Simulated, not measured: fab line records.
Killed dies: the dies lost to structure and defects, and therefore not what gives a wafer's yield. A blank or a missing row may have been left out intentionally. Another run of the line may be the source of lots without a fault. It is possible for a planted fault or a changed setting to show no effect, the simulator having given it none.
Problem report in the 8D (eight disciplines) form, filled by code | flow sky130 | the parts of the form that need people (team, actions taken, sign-off) are left out

1. WHAT IS WRONG
At SKY_RES_PROTECT_STRIP_07, strip_time_to_endpoint_s averages 24.20 s over 6 wafers from 2 lots, while fault-free wafers read 23.28 s, standard deviation 0.035. That puts it +26 standard deviations away from the usual mean.
The step: strips in O2/N2.
The first sign was on wafer L198.1 at day 17 16:14, on plasma_asher-03. The record holds 33 wafers of 11 lots with a number at this step. By rule, "out" or "out of limits" means more than 4 standard deviations away from the usual mean. The rest of the wafers with a number are treated as sound.

2. WHAT IT IS; WHAT IT IS NOT
question                    | is                               | is not
which readings at this step | strip_time_to_endpoint_s         | drypump_motor_current_A, n2_flow_sccm
which lots                  | L198, L199                       | L192, L194, L196, L200, L207, L208, L210, L211, L213
which wafers of those lots  | all that have a number           | -
read on which tools         | plasma_asher-02, plasma_asher-03 | plasma_asher-04
when                        | from day 17 16:14                | up to then (9 sound wafers); but 18 sound wafers of L200, L207, L208, L210, L211, L213 came after

3. WHAT RULES OUT EACH SUSPECT
Counting: any tool at a process step up to the reading is kept as a suspect provided that every lot that is out went through it and no sound lot did after the first of them.
- plasma_asher-01 at SKY_SONOS_ONO_STRIP_17 (strips in O2/N2): ruled out as a lasting fault. Following L198 (day 14 20:35), the first lot on it that is out, the sound lots L207, L208 were run on it.
- implanter-02 at SKY_POLY_GATE_IMPLANT_02: ruled out as a lasting fault. Following L198 (day 17 16:05), the first lot on it that is out, the sound lots L208, L210 were run on it.
Left after counting: nothing in the record.

4. THE CAUSE (what the simulator had put in)
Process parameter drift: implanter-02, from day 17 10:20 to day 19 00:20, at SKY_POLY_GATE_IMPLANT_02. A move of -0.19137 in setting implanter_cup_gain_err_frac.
The count ruled it out by mistake, since the rule takes a fault to strike every lot its tool runs from the start of the fault on, and this one did not do so.

5. SEQUENCE OF EFFECTS, ordered by route
Each row: a reading where the mean over the struck wafers with a number is more than 3 standard deviations away from the usual. Scope: only readings with a usual standard deviation given in the record; hours: median across lots of the time from each lot's start at the first step in this table that gives one to its start at this step; sigmas: change in usual standard deviations.
hours | step                     | reading                  | usual   | on struck wafers | change | sigmas
0     | SKY_POLY_GATE_IMPLANT_02 | beam_on_s                | 38 s    | 54               | +16    | +3.4
0     | SKY_RES_PROTECT_STRIP_07 | strip_time_to_endpoint_s | 23.28 s | 24.20            | +0.92  | +26
The process steps in it:
- SKY_POLY_GATE_IMPLANT_02
- SKY_RES_PROTECT_STRIP_07: strips in O2/N2.
At these later measuring or inspecting steps, every struck wafer for which the step has a row has a number for every such reading, and none has moved that far: SKY_POLY_GATE_THK_MEAS_04.

6. HOW IT WOULD HAVE BEEN CAUGHT EARLIER
In this record no reading fell out of limits until day 17 16:14, 6 hours after the fault had begun at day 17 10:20.
Of the tool readings at SKY_POLY_GATE_IMPLANT_02 for which the record gives a usual standard deviation, none was out on any struck wafer, so an alarm limit of 4 standard deviations on them would not have fired.
